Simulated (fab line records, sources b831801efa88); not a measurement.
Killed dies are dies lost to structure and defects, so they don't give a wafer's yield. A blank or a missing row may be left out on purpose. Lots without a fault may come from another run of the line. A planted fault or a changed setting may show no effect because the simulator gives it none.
One fault seen from 2 desks | flow sky130 | each desk has only its own numbers; what lay behind them comes last

THE TOOL OWNER'S DESK: plasma_asher-02
The tool's own readings at SKY_NWELL_STRIP_14 (strips in O2/N2): means of the sampled wafers that have a number, for each lot that ran on this tool. A lot is out of limits, marked OUT, if its mean lies more than 4 standard deviations from the usual mean; the brackets give that distance.
Columns: A = chamber_pressure_mTorr at SKY_NWELL_STRIP_14, usual 1499.9 mTorr; B = drypump_motor_current_A at SKY_NWELL_STRIP_14, usual 5.7 A; C = oes_product_au at SKY_NWELL_STRIP_14, usual 0.722 a.u.; D = strip_time_to_endpoint_s at SKY_NWELL_STRIP_14, usual 36.91 s
lot  | first seen here | A      | B   | C               | D
L727 | day 4 20:59     | 1499.1 | 5.7 | 0.720           | 37.02
L731 | day 5 19:05     | 1498.6 | 5.7 | 0.722           | 36.93
L735 | day 7 00:34     | 1500.7 | 5.7 | 0.715           | 36.91
L738 | day 7 13:31     | 1499.5 | 5.7 | 0.897 (+37) OUT | -
L747 | day 9 19:25     | 1501.1 | 5.8 | 0.718           | 36.79
This desk's finding: out of limits on L738; first on L738, day 7 13:31 (oes_product_au at SKY_NWELL_STRIP_14). In limits: L727, L731, L735, L747.

THE METROLOGY DESK
What the gauges read, lot by lot, whatever tool the lot ran on: means of the sampled wafers that have a number. A lot is out of limits, marked OUT, if its mean lies more than 4 standard deviations from the usual mean; the brackets give that distance.
Columns: A = NWELL_2_TW at SKY_NWELL_TW_MEAS_26, usual 494; B = VT_ADJUST_HVTR_OVL at SKY_VT_ADJUST_HVTR_OVL_MEAS_08, usual 1.2 nm
lot  | first seen here | A            | B
L726 | day 5 09:34     | 485          | 1.4
L727 | day 5 15:35     | 487          | 1.7
L728 | day 5 22:45     | 504          | -0.3
L729 | day 6 07:09     | 482          | 2.8
L731 | day 6 14:14     | 486          | -0.8
L730 | day 6 14:56     | 507          | 3.1
L735 | day 7 21:07     | 507          | 1.7
L737 | day 8 08:28     | 484          | 0.9
L738 | day 8 10:40     | 30 (-49) OUT | 2.9
L741 | day 9 05:11     | 482          | 1.9
L747 | day 10 17:40    | 489          | 0.2
L748 | day 10 20:25    | 489          | 1.2
L749 | day 11 01:49    | 505          | 2.4
This desk's finding: out of limits on L738; first on L738, day 8 10:40 (NWELL_2_TW at SKY_NWELL_TW_MEAS_26). In limits: L726, L727, L728, L729, L731, L730, L735, L737, L741, L747, L748, L749.

PUT TOGETHER
The tool owner's desk could have raised an alarm at day 7 13:31, on L738.
The metrology desk could have raised an alarm at day 8 10:40, on L738.
Of the lots named, all ran SKY_NWELL_STRIP_14 on plasma_asher-02.

WHAT THE SIMULATOR HAD PUT IN
Strip aborted: plasma_asher-02, from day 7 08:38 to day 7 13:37, at SKY_NWELL_STRIP_14. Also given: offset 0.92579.
Lots struck among those shown: L738.
Hours from the fault's start to each desk's first reading out of limits: the tool owner's desk, 5; the metrology desk, 26.
